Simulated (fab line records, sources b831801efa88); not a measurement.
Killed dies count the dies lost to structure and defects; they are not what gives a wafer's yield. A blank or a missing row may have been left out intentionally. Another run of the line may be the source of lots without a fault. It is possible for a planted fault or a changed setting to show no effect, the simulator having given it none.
Struck lot and sound lot, side by side	flow sky130	15 out of 708 route steps
Sound: these wafers, L124.1, L124.2, L124.3. Struck: wafers L113.1, L113.4, L113.6. The cause is named last.
At each step with rows: each side's tool, then ch and its chambers, then its first start. Under that, the readings that differ: sound wafers	struck wafers	difference of the means	sigmas: that difference in standard deviations of wafers without a fault.
alike: readings whose means differ by less than 2 such deviations, and words and numbers that are the same on both sides. not compared: withheld readings, readings that some wafer has no value for, bounds like >300 that may hide the same value, and numbers for which the record gives no deviation and whose values overlap.
The two part at a step that has a row with sigmas, a row that says differs or no value, or rows on one side only. When numbers do not overlap yet have no deviation, they are printed without sigmas and do not part them. A reading that every wafer of one side lacks parts them only if that side has two wafers or more.

SKY_POLY_CUT_ETCH_10: etches BARC in N2/H2, stops on SiO2, time 45.9 s, target depth 60 nm.
  sound on rieDiel-04 ch 0,1,2, day 30 13:05; struck on rieDiel-04 ch 1,2, day 27 03:08
  alike: drypumpMotorCurrentA, oesProductAu, throttleValvePct
  not compared: rfHoursCounterH
SKY_POLY_CUT_ETCH_11: etches Si3N4 in CF4/CH2F2/Ar, stops on poly-Si, time 42.5 s, target depth 60 nm.
  sound on rieDiel-04 ch 0,1,2, day 30 13:08; struck on rieDiel-04 ch 1,2, day 27 03:11
  alike: drypumpMotorCurrentA, oesProductAu, throttleValvePct
  not compared: rfHoursCounterH
SKY_POLY_CUT_STRIP_12: strips in O2/N2.
  sound on plasmaAsher-03 ch 0,1, day 30 13:11; struck on plasmaAsher-02 ch 0,1, day 27 03:14
  alike: drypumpMotorCurrentA, oesProductAu, stripTimeToEndpointS
  not compared: rfHoursCounterH
then, 7 steps without rows for these wafers: SKY_SD_P_DEHYDRATE_00 (time 60 s); SKY_SD_P_HMDS_01 (prime time 60 s); SKY_SD_P_COAT_02 (resist thk 1140 nm); SKY_SD_P_SOFTBAKE_03 (time 60 s); SKY_SD_P_EXPOSE_04 (exposes mask PSDM, target cd 380 nm); SKY_SD_P_PEB_05; SKY_SD_P_DEVELOP_06 (develop time 60 s).
SKY_SD_P_CD_MEAS_07 targets a cd of 380 nm.
  sound: cdSem-01 at day 31 17:24; struck: cdSem-01 at day 28 07:55
reading	sound	struck	difference	sigmas
cdNm (nm)	375.1 373.8 375.5	380.5 383.1 380.7	+6.6	+3
SKY_SD_P_OVL_MEAS_08:
  sound: overlay-02 at day 31 17:31; struck: overlay-02 at day 28 08:02
  alike: SD_P_OVL
SKY_SD_P_IMPLANT_09:
  sound on implanter-02 ch 0, day 31 17:33; struck on implanter-04 ch 0, day 28 08:04
reading	sound	struck	difference	sigmas
doseIonsCm2	2.999e+15 2.998e+15 2.998e+15	3.08e+15 3.079e+15 3.074e+15	+7.93e+13	+26
  alike: beamEnergyKeV, endStationPressureTorr
SKY_SD_P_STRIP_10: strips in O2/N2.
  sound on plasmaAsher-01 ch 0,1, day 31 17:42; struck on plasmaAsher-04 ch 0,1, day 28 08:13
  alike: drypumpMotorCurrentA, oesProductAu, stripTimeToEndpointS
  not compared: rfHoursCounterH
then, 1 step without rows for these wafers: SKY_PAD_OPEN_PROBE_99.

WHERE THEY PART
At SKY_SD_P_CD_MEAS_07 first; at SKY_SD_P_IMPLANT_09 last (within this record only). Later steps at which nothing parts them and some readings are alike: SKY_SD_P_STRIP_10.

WHY: what had been put in by the simulator
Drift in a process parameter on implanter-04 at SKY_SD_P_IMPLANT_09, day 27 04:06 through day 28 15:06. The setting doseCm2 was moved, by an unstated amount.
